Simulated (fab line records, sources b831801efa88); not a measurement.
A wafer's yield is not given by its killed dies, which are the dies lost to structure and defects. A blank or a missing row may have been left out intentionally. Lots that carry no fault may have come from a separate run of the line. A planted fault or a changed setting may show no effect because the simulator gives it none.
Chamber matching :: flow sfq-line :: rie-diel-03 running SFQ_TRILAYER_I7_VIA_ETCH_VIA_ETCH_190: 4 sister chambers
The step etches SiO2 in CHF3, stops on Nb, target depth 260 nm. 8 wafers are shown with their chamber, then 7 later ones without.

## WAFERS, EACH WITH ITS CHAMBER
wafer: L131.4
chamber: 3
drypump-motor-current-A (A): 5.0
chamber-pressure-mTorr (mTorr): 29.956

wafer: L135.4
chamber: 2
drypump-motor-current-A (A): 6.4
chamber-pressure-mTorr (mTorr): 30.036

wafer: L135.5
chamber: 0
drypump-motor-current-A (A): 6.4
chamber-pressure-mTorr (mTorr): 30.018

wafer: L136.3
chamber: 1
drypump-motor-current-A (A): 5.6
chamber-pressure-mTorr (mTorr): 29.995

wafer: L136.4
chamber: 0
drypump-motor-current-A (A): 6.5
chamber-pressure-mTorr (mTorr): 30.063

wafer: L136.5
chamber: 1
drypump-motor-current-A (A): 5.5
chamber-pressure-mTorr (mTorr): 29.985

wafer: L141.1
chamber: 3
drypump-motor-current-A (A): 5.0
chamber-pressure-mTorr (mTorr): 29.974

wafer: L141.4
chamber: 2
drypump-motor-current-A (A): 6.4
chamber-pressure-mTorr (mTorr): 29.976

## WAFERS WHOSE CHAMBER IS MISSING
wafer: L141.5
drypump-motor-current-A (A): 6.4
chamber-pressure-mTorr (mTorr): 30.011

wafer: L144.1
drypump-motor-current-A (A): 6.5
chamber-pressure-mTorr (mTorr): 30.036

wafer: L144.2
drypump-motor-current-A (A): 5.0
chamber-pressure-mTorr (mTorr): 30.006

wafer: L144.6
drypump-motor-current-A (A): 5.6
chamber-pressure-mTorr (mTorr): 29.973

wafer: L150.2
drypump-motor-current-A (A): 5.0
chamber-pressure-mTorr (mTorr): 29.981

wafer: L150.4
drypump-motor-current-A (A): 5.6
chamber-pressure-mTorr (mTorr): 29.982

wafer: L150.5
drypump-motor-current-A (A): 5.0
chamber-pressure-mTorr (mTorr): 29.998

## WHICH CHAMBER EACH ONE RAN IN
wafer: L141.5
from the rows above: can't be placed: 2 or 0
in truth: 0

wafer: L144.1
from the rows above: can't be placed: 0 or 2
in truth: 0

wafer: L144.2
from the rows above: 3
in truth: 3

wafer: L144.6
from the rows above: 1
in truth: 1

wafer: L150.2
from the rows above: 3
in truth: 3

wafer: L150.4
from the rows above: 1
in truth: 1

wafer: L150.5
from the rows above: 3
in truth: 3
5 of 7 placed correctly. Can't be placed from these rows: 2 (the true chamber is among the candidates in 2). Placed wrongly: 0.
How it was worked out, from the rows above alone: a wafer's distance from a chamber is the root of the sum, over the readings, of the square of ((its reading less the chamber's mean) divided by the reading's scatter). If the next closest chamber is less than 2 further off than the closest, the wafer can't be placed; otherwise it belongs to the closest. A chamber's mean is the mean of its shown wafers. The scatter: the root of (the sum of the squares of (reading less its chamber's mean) over the shown wafers, divided by (wafers less chambers)).
